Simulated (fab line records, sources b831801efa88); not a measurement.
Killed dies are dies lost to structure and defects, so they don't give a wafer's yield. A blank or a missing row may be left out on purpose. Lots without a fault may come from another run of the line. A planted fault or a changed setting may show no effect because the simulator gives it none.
A struck lot beside a sound one | flow sky130 | 15 steps out of a route of 708
Sound: wafers L533.1, L533.3, L533.4. Struck: wafers L548.3, L548.5, L548.6. The cause comes at the end.
At each step with rows: each side's tool, then ch and its chambers, then its first start. Under that, the readings that differ: sound wafers | struck wafers | difference of the means | sigmas: that difference in standard deviations of wafers without a fault.
alike: readings whose means differ by less than 2 such deviations, and words and numbers that are the same on both sides. not compared: withheld readings, readings that some wafer has no value for, bounds like >300 that may hide the same value, and numbers for which the record gives no deviation and whose values overlap.
The two part at a step that has a row with sigmas, a row that says differs or no value, or rows on one side only. Numbers that don't overlap but have no deviation are shown without sigmas and don't part them. A reading that every wafer of one side lacks parts them only if that side has two wafers or more.

first, 4 steps without rows for these wafers: SKY_SONOS_TUNNEL_SOFTBAKE_03 (time 60 s); SKY_SONOS_TUNNEL_EXPOSE_04 (exposes mask TUNM, target cd 410 nm); SKY_SONOS_TUNNEL_PEB_05; SKY_SONOS_TUNNEL_DEVELOP_06 (develop time 60 s).
SKY_SONOS_TUNNEL_CD_MEAS_07: target cd 410 nm.
  sound on cd_sem-02, day 13 07:50; struck on cd_sem-01, day 18 10:49
  alike: cd_nm
SKY_SONOS_TUNNEL_OVL_MEAS_08:
  sound on overlay-02, day 13 07:57; struck on overlay-02, day 18 10:55
  alike: SONOS_TUNNEL_OVL
then, 3 steps without rows for these wafers: SKY_SONOS_TUNNEL_IMPLANT_09; SKY_SONOS_TUNNEL_WET_ETCH_10 (etches SiO2 in dHF, target depth 14 nm, time 280 s); SKY_SONOS_TUNNEL_STRIP_11 (strips in SPM, time 600 s).
SKY_SONOS_TUNNEL_TW_MEAS_12:
  sound on film_metro-02, day 13 08:24; struck on film_metro-02, day 18 11:23
  alike: SONOS_TUNNEL_TW
then, 2 steps without rows for these wafers: SKY_SONOS_TUNNEL_CLEAN_13 (cleans in dHF, time 20 s); SKY_SONOS_ONO_OXIDATION_00 (stabilise 600 s, purge 300 s, target thk 2.6 nm).
SKY_SONOS_ONO_THK_MEAS_01:
  sound on film_metro-03, day 13 10:02; struck on film_metro-02, day 18 13:02
  reading                      | sound          | struck         | difference | sigmas
  SONOS_ONO_OXIDATION_THK (nm) | 2.55 2.54 2.56 | 3.56 3.60 3.59 | +1.03      | +16
then, 1 step without rows for these wafers: SKY_SONOS_ONO_CVD_02 (deposits Si3N4 from DCS/NH3, target thk 10.5 nm, time 180 s).
SKY_PAD_OPEN_PROBE_99:
  the record has rows for the sound wafers here (prober-02, day 47 14:52) and none for the struck ones

WHERE THEY PART
First at SKY_SONOS_ONO_THK_MEAS_01; last, within this record, at SKY_PAD_OPEN_PROBE_99.

WHY: what the simulator had put in
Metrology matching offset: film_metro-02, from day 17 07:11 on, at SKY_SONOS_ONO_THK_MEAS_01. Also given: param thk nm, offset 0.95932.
